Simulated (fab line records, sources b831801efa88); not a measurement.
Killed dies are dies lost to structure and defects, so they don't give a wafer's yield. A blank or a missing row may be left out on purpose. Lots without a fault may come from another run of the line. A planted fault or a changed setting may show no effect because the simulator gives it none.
Which tool did it? | flow gf180mcu | 11 lots, 33 wafers sampled, at 5 steps of a route of 602

WHAT THE GAUGES READ, wafer by wafer
GF_V4_BOW_MEAS_05. Usual: V4_BOW 137 um, standard deviation 8.5.
lot  | measured     | on            | V4_BOW (um) | flag
L409 | day 24 15:22 | film_metro-03 | 125 130 117 |
L411 | day 25 06:54 | film_metro-02 | 123 123 136 |
L412 | day 25 16:54 | film_metro-04 | 157 145 150 |
L415 | day 26 12:59 | film_metro-04 | 146 138 139 |
L416 | day 26 20:43 | film_metro-03 | 151 138 127 |
L425 | day 29 12:16 | film_metro-04 | 133 137 136 |
L426 | day 29 22:00 | film_metro-04 | 141 144 137 |
L427 | day 30 04:40 | film_metro-02 | 142 135 127 |
L428 | day 30 12:11 | film_metro-04 | 139 137 142 |

GF_V4_CD_MEAS_14: target cd 260 nm. Usual: cd_nm 259.8 nm, standard deviation 1.2.
lot  | measured     | on        | cd_nm (nm)        | flag
L409 | day 25 13:29 | cd_sem-02 | 259.8 259.7 259.4 |
L411 | day 26 03:49 | cd_sem-02 | 259.9 261.0 260.3 |
L412 | day 26 14:16 | cd_sem-02 | 260.5 259.1 259.2 |
L415 | day 27 09:46 | cd_sem-02 | 257.8 257.9 257.3 |
L416 | day 27 16:20 | cd_sem-02 | 260.9 261.1 261.6 |
L425 | day 30 07:01 | cd_sem-01 | 258.4 258.5 260.6 |
L426 | day 30 16:26 | cd_sem-02 | 261.2 262.5 262.6 |
L427 | day 30 22:25 | cd_sem-02 | 259.3 259.2 259.0 |
L428 | day 31 05:26 | cd_sem-01 | 258.3 258.3 258.3 |

WHICH TOOL RAN EACH LOT (tool, then ch and the chambers of the sampled wafers, then the start)
lot  | GF_M4_METAL_ETCH_16               | GF_M4_STRIP_17                       | GF_V4_CMP_04
L409 | rie_metal-04 ch 0, day 24 14:02   | plasma_asher-02 ch 0,1, day 24 14:14 | cmp-02 ch 0,3, day 24 15:01
L411 | rie_metal-02 ch 0,1, day 25 05:39 | plasma_asher-03 ch 0,1, day 25 05:47 | cmp-02 ch 2,3, day 25 06:35
L412 | rie_metal-04 ch 0,1, day 25 15:41 | plasma_asher-02 ch 0,1, day 25 15:48 | cmp-02 ch 2,3, day 25 16:34
L415 | rie_metal-04 ch 0,1, day 26 11:45 | plasma_asher-02 ch 0,1, day 26 11:53 | cmp-01 ch 0,1,3, day 26 12:46
L416 | rie_metal-04 ch 0,1, day 26 19:30 | plasma_asher-04 ch 0,1, day 26 19:37 | cmp-02 ch 1,2,3, day 26 20:23
L417 | rie_metal-04 ch 0,1, day 27 06:32 | plasma_asher-04 ch 0,1, day 27 06:40 | -
L418 | rie_metal-04 ch 0,1, day 27 11:59 | plasma_asher-02 ch 0,1, day 27 12:07 | -
L425 | rie_metal-02 ch 0,1, day 29 11:02 | plasma_asher-03 ch 0,1, day 29 11:10 | cmp-02 ch 0,2, day 29 11:56
L426 | rie_metal-02 ch 0,1, day 29 20:42 | plasma_asher-03 ch 0,1, day 29 20:49 | cmp-02 ch 1,2,3, day 29 21:40
L427 | rie_metal-04 ch 0,1, day 30 03:23 | plasma_asher-04 ch 0,1, day 30 03:31 | cmp-02 ch 2,3, day 30 04:20
L428 | rie_metal-03 ch 0,1, day 30 10:58 | plasma_asher-02 ch 0,1, day 30 11:05 | cmp-01 ch 0,1,3, day 30 11:59
- GF_M4_METAL_ETCH_16: etches the open film in Cl2/BCl3, stops on SiO2, target depth 750.8 nm, time 125.1 s.
- GF_M4_STRIP_17: strips in O2/N2.
- GF_V4_CMP_04: polishes SiO2.

WHAT THE TOOLS THEMSELVES READ (means of the sampled wafers that have a number; where no wafer has one, the mark that the record gives instead)
GF_M4_METAL_ETCH_16. Usual: bcl3_flow_sccm 40.00 sccm, standard deviation 0.11; bias_w 140.1 W, standard deviation 0.42; drypump_motor_current_A 5.7 A, standard deviation 0.61; oes_product_au 0.991 a.u., standard deviation 0.0055; throttle_valve_pct 28.228 %, standard deviation 0.009.
lot  | tool         | bcl3_flow_sccm (sccm) | bias_w (W) | drypump_motor_current_A (A) | oes_product_au (a.u.) | throttle_valve_pct (%) | flag
L409 | rie_metal-04 | 39.84                 | 139.6      | 5.5                         | 0.985                 | 28.226                 |
L411 | rie_metal-02 | 39.89                 | 140.0      | 6.1                         | 0.997                 | 28.223                 |
L412 | rie_metal-04 | 39.96                 | 139.9      | 5.2                         | 0.992                 | 28.231                 |
L415 | rie_metal-04 | 40.13                 | 140.4      | 5.2                         | 0.991                 | 28.225                 |
L416 | rie_metal-04 | 39.86                 | 140.3      | 5.3                         | 1.000                 | 28.229                 |
L417 | rie_metal-04 | -                     | -          | -                           | -                     | -                      | OFF
L418 | rie_metal-04 | -                     | -          | -                           | -                     | -                      | OFF
L425 | rie_metal-02 | 39.97                 | 139.6      | 6.1                         | 0.990                 | 28.216                 |
L426 | rie_metal-02 | 40.13                 | 140.1      | 6.1                         | 0.986                 | 28.231                 |
L427 | rie_metal-04 | 40.11                 | 139.7      | 5.3                         | 0.986                 | 28.225                 |
L428 | rie_metal-03 | 39.99                 | 140.1      | 5.4                         | 0.993                 | 28.226                 |

GF_M4_STRIP_17. Usual: drypump_motor_current_A 5.77 A, standard deviation 0.26; heater_power_w 304 W, standard deviation 28; oes_product_au 0.538 a.u., standard deviation 0.0049; strip_time_to_endpoint_s 7.39 s, standard deviation 0.036.
lot  | tool            | drypump_motor_current_A (A) | heater_power_w (W) | oes_product_au (a.u.) | strip_time_to_endpoint_s (s) | flag
L409 | plasma_asher-02 | 6.03                        | 304                | 0.544                 | 7.44                         |
L411 | plasma_asher-03 | 5.81                        | 342                | 0.540                 | 7.37                         |
L412 | plasma_asher-02 | 5.96                        | 278                | 0.538                 | 7.42                         |
L415 | plasma_asher-02 | 6.05                        | 306                | 0.541                 | 7.40                         |
L416 | plasma_asher-04 | 5.51                        | 309                | 0.535                 | 7.40                         |
L417 | plasma_asher-04 | 5.62                        | 309                | 0.661                 | 10.16                        | OFF
L418 | plasma_asher-02 | 5.96                        | 283                | 0.659                 | 10.22                        | OFF
L425 | plasma_asher-03 | 5.81                        | 335                | 0.533                 | 7.34                         |
L426 | plasma_asher-03 | 5.75                        | 336                | 0.534                 | 7.36                         |
L427 | plasma_asher-04 | 5.52                        | 303                | 0.542                 | 7.40                         |
L428 | plasma_asher-02 | 5.93                        | 282                | 0.541                 | 7.41                         |

GF_V4_CMP_04. Usual: motor_current_A 11.3 A, standard deviation 0.94; platen_rpm 60.00 rpm, standard deviation 0.038; slurry_filter_dp_kPa 13.48 kPa, standard deviation 0.15; time_to_endpoint_s 82 s, standard deviation 5.2.
lot  | tool   | motor_current_A (A) | platen_rpm (rpm) | slurry_filter_dp_kPa (kPa) | time_to_endpoint_s (s) | flag
L409 | cmp-02 | 12.0                | 59.95            | 13.40                      | 81                     |
L411 | cmp-02 | 11.4                | 59.99            | 13.49                      | 77                     |
L412 | cmp-02 | 11.2                | 59.99            | 13.49                      | 85                     |
L415 | cmp-01 | 10.7                | 60.03            | 13.40                      | 79                     |
L416 | cmp-02 | 10.9                | 60.00            | 13.39                      | 87                     |
L425 | cmp-02 | 12.0                | 60.02            | 13.48                      | 86                     |
L426 | cmp-02 | 11.0                | 60.02            | 13.51                      | 86                     |
L427 | cmp-02 | 11.0                | 59.98            | 13.42                      | 89                     |
L428 | cmp-01 | 10.6                | 59.99            | 13.50                      | 82                     |

THE ANSWER, worked out from the rows above alone
Rule: a lot is off if the mean of its wafers that have a number lies more than 3 standard deviations from the usual mean. A lot without any number at a reading at which 4 lots or more have one is off too. The other lots that the step has rows for count as sound. The gauges are gone through in route order, then the tools' own readings, and for those a lot's mean is taken as printed above. The first step at which some lot is off is used, and at that step the reading that is off furthest; a lot without a number counts as furthest.
Off: L417, L418, at GF_M4_METAL_ETCH_16 (bcl3_flow_sccm). Without a number there: L417, L418.
A tool fits if, at that step or a process step before it, it ran every lot that is off, and no sound lot after the first of them. None of those tried fits.

WHAT THE SIMULATOR HAD PUT IN
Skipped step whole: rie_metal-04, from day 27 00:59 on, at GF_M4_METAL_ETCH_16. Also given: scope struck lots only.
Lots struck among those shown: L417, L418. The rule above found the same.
